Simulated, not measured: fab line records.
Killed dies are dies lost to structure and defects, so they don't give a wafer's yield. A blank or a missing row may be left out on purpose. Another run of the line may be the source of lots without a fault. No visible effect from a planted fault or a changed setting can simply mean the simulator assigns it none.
What tool caused it?    flow sky130    32 wafers from 11 lots sampled at 5 of the route's 708 steps

== WHAT THE GAUGES SHOWED, per wafer ==
SKY_CONTACT_THK_MEAS_01. Usual: CONTACT_CVD_00_THK gives 75.3 nm (standard deviation 1).
lot   measured      on             CONTACT_CVD_00_THK (nm)        flag
L932  day 31 18:36  film-metro-02  75.9 76.0 75.9                 
L935  day 32 07:05  film-metro-04  76.9 76.0 77.1                 
L938  day 33 08:11  film-metro-04  74.4 73.3 75.3                 
L939  day 33 16:34  film-metro-02  75.1 76.4                      
L942  day 34 03:01  film-metro-04  73.0 75.0 76.0                 
L943  day 34 20:46  film-metro-04  76.3 77.9 76.3                 
L944  day 35 08:20  film-metro-02  75.3 76.0 77.1                 
L945  day 35 14:20  film-metro-04  60.1 76.0 76.6 60.2 76.0 76.6  OFF
L946  day 35 18:32  film-metro-04  60.6 76.6 62.1 60.6 76.5 62.0  OFF
L947  day 35 20:20  film-metro-01  73.9 74.9 76.5                 
L948  day 36 06:52  film-metro-02  74.8 74.4 74.7                 

SKY_CONTACT_THK_MEAS_03. Usual: CONTACT_HDPCVD_THK gives 564 nm (standard deviation 6.6).
lot   measured      on             CONTACT_HDPCVD_THK (nm)  flag
L932  day 31 18:44  film-metro-04  567 566 562              
L935  day 32 07:13  film-metro-04  576 573 575              
L938  day 33 08:18  film-metro-04  554 561 561              
L939  day 33 16:42  film-metro-04  568 559                  
L942  day 34 03:08  film-metro-02  555 554 556              
L943  day 34 20:53  film-metro-02  558 566 553              
L944  day 35 08:28  film-metro-01  569 571 564              
L945  day 35 16:38  film-metro-01  571 560 567              
L946  day 36 00:46  film-metro-02  553 561 561              
L947  day 35 20:27  film-metro-04  566 567 565              
L948  day 36 06:59  film-metro-04  557 564 563              

SKY_CONTACT_BOW_MEAS_05. Usual: CONTACT_BOW gives 82 um (standard deviation 7.5).
lot   measured      on             CONTACT_BOW (um)  flag
L932  day 31 19:06  film-metro-02  84 76 80          
L935  day 32 07:36  film-metro-04  82 88 83          
L938  day 33 08:40  film-metro-01  81 76 78          
L939  day 33 17:04  film-metro-04  88 80             
L942  day 34 03:31  film-metro-04  72 76 74          
L943  day 34 21:16  film-metro-04  78 81 85          
L944  day 35 08:49  film-metro-02  88 78 82          
L945  day 35 17:07  film-metro-04  84 76 95          
L946  day 36 01:08  film-metro-01  81 78 83          
L947  day 35 20:49  film-metro-01  74 77 70          
L948  day 36 07:22  film-metro-02  73 85 86          

== TOOL THAT RAN EACH LOT (tool first, then ch and the chambers of the sampled wafers, then the start) ==
lot   SKY_LI_CONTACT_SPUTTER_19     SKY_CONTACT_CVD_00
L932  pvd-sputter-02, day 30 12:47  pecvd-03 ch 0,1,2, day 31 18:33
L935  pvd-sputter-03, day 31 01:34  pecvd-03 ch 1,2, day 32 07:02
L938  pvd-sputter-02, day 32 00:44  pecvd-01 ch 1,2, day 33 08:08
L939  pvd-sputter-02, day 32 11:43  pecvd-04 ch 0,1, day 33 16:31
L942  pvd-sputter-03, day 32 22:43  pecvd-03 ch 0,2, day 34 02:57
L943  pvd-sputter-02, day 33 15:47  pecvd-03 ch 0,1,2, day 34 20:43
L944  pvd-sputter-03, day 34 04:11  pecvd-03 ch 1,2, day 35 08:18
L945  pvd-sputter-01, day 34 10:17  pecvd-03 ch 0,1,2, day 35 14:18
L946  pvd-sputter-01, day 34 14:26  pecvd-03 ch 0,2, day 35 18:29
L947  pvd-sputter-02, day 34 15:40  pecvd-01 ch 0,2, day 35 20:17
L948  pvd-sputter-01, day 35 02:11  pecvd-04 ch 0,2, day 36 06:49
- SKY_LI_CONTACT_SPUTTER_19: material Ti, target thk 20 nm, time 106.37 s.
- SKY_CONTACT_CVD_00: deposits Si3N4, target thk 75 nm.

== AS READ BY THE TOOLS THEMSELVES (means over the sampled wafers that have a number; for cases with no such wafer, the mark the record gives instead) ==
SKY_LI_CONTACT_SPUTTER_19. Usual: 29.8 % for throttle-valve-pct, sd 1.1.
lot   tool            throttle-valve-pct (%)  flag
L932  pvd-sputter-02  29.4                    
L935  pvd-sputter-03  30.2                    
L938  pvd-sputter-02  29.9                    
L939  pvd-sputter-02  29.6                    
L942  pvd-sputter-03  28.8                    
L943  pvd-sputter-02  29.6                    
L944  pvd-sputter-03  30.7                    
L945  pvd-sputter-01  30.2                    
L946  pvd-sputter-01  30.5                    
L947  pvd-sputter-02  29.7                    
L948  pvd-sputter-01  30.4                    

SKY_CONTACT_CVD_00. Usual: heater-power-w 718 W, standard deviation 76; susceptor-temp-C 400.03 C, standard deviation 0.24.
lot   tool      heater-power-w (W)  susceptor-temp-C (C)  flag
L932  pecvd-03  719                 399.96                
L935  pecvd-03  665                 400.00                
L938  pecvd-01  778                 400.26                
L939  pecvd-04  682                 399.75                
L942  pecvd-03  797                 399.93                
L943  pecvd-03  749                 400.05                
L944  pecvd-03  630                 399.88                
L945  pecvd-03  668                 400.11                
L946  pecvd-03  734                 400.27                
L947  pecvd-01  665                 399.92                
L948  pecvd-04  762                 400.24                

== THE ANSWER, worked out from the rows above alone ==
Rule: a lot is off if the mean of its wafers that have a number lies more than 3 standard deviations from the usual mean. Also off: a lot with no number at a reading for which 4 or more lots have one. Any other lot the step has rows for is counted as sound. The gauges are gone through in route order, then the tools' own readings, and for those a lot's mean is taken as printed above. The first step at which some lot is off is used, and at that step the reading that is off furthest; a lot without a number counts as furthest.
Off: L945, L946, seen at SKY_CONTACT_THK_MEAS_01 (CONTACT_CVD_00_THK).
If a tool, at a process step before that reading, ran all the lots that are off and no sound lot after the first of them, it fits. Gauges at SKY_CONTACT_THK_MEAS_01: tried the same way as those tools. Can't be told from this: 2 tools fit, pecvd-03 at SKY_CONTACT_CVD_00, film-metro-04 at SKY_CONTACT_THK_MEAS_01.

== WHAT THE SIMULATOR HAD INSERTED ==
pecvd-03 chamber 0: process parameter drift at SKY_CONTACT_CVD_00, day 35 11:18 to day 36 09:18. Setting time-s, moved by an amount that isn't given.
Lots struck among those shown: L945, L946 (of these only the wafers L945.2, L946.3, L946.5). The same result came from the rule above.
